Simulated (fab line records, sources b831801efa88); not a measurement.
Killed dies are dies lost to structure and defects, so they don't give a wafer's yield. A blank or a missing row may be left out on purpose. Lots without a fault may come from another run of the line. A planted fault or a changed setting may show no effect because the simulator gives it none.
Which tool did it? | flow sky130 | 11 lots, 33 wafers sampled, at 2 steps of a route of 708

WHAT THE GAUGES READ, wafer by wafer
SKY_SONOS_ONO_THK_MEAS_01.
lot  | measured     | on            | SONOS_ONO_OXIDATION_THK (nm)
L134 | day 11 06:27 | film_metro-04 | 2.58 2.56 2.51
L136 | day 12 01:46 | film_metro-03 | 2.64 2.57 2.62
L137 | day 12 08:59 | film_metro-02 | 2.62 2.70 2.65
L139 | day 12 17:34 | film_metro-03 | 2.48 2.51 2.49
L140 | day 13 05:33 | film_metro-04 | 2.70 2.65 2.63
L141 | day 13 15:53 | film_metro-04 | 2.60 2.60 2.64
L142 | day 13 18:28 | film_metro-03 | 2.67 2.65 2.56
L144 | day 14 13:56 | film_metro-04 | 2.53 2.58 2.63
L151 | day 17 00:58 | film_metro-03 | 2.11 2.03 2.09
L154 | day 17 19:44 | film_metro-02 | 2.03 2.00 2.00
L155 | day 18 17:22 | film_metro-04 | 2.53 2.53 2.56

WHICH TOOL RAN EACH LOT (tool, then ch and the chambers of the sampled wafers, then the start)
lot  | SKY_SONOS_ONO_OXIDATION_00
L134 | furnace-02 ch 0, day 11 05:06
L136 | furnace-01 ch 0, day 12 00:25
L137 | furnace-01 ch 0, day 12 07:38
L139 | furnace-01 ch 0, day 12 16:12
L140 | furnace-01 ch 0, day 13 04:11
L141 | furnace-01 ch 0, day 13 14:32
L142 | furnace-01 ch 0, day 13 17:08
L144 | furnace-02 ch 0, day 14 12:36
L151 | furnace-01 ch 0, day 16 23:37
L154 | furnace-01 ch 0, day 17 18:22
L155 | furnace-02 ch 0, day 18 16:01
- SKY_SONOS_ONO_OXIDATION_00: stabilise 600 s, purge 300 s, target thk 2.6 nm.

THE ANSWER, worked out from the rows above alone
Rule: what is usual is taken from the lots themselves. Put in order of their means at a reading, lots are off if they are a third of the lots or fewer, leave a main group of 4 or more, and stand apart from it by a gap of 3 or more times the standard deviation of the main group's means; of several such gaps the widest counts. A main group whose means are all the same, to the digits that the tables above print for the reading, isn't used. A lot without any number at a reading at which 4 lots or more have one is off too. The other lots that the step has rows for count as sound.
Off: L151, L154, at SKY_SONOS_ONO_THK_MEAS_01 (SONOS_ONO_OXIDATION_THK). The main group: mean 2.59 nm, standard deviation 0.053.
A tool fits if, at a process step before that reading, it ran every lot that is off, and no sound lot after the first of them. The gauges at SKY_SONOS_ONO_THK_MEAS_01 are tried like those tools. One fits: furnace-01 at SKY_SONOS_ONO_OXIDATION_00. Its last sound lot is L142 (day 13 17:08), its first lot that is off L151 (day 16 23:37): a fault that began between those two fits.

WHAT THE SIMULATOR HAD PUT IN
Process parameter drift: furnace-01, from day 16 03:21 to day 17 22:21, at SKY_SONOS_ONO_OXIDATION_00. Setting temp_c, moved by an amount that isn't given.
Lots struck among those shown: L151, L154. The rule above found the same.
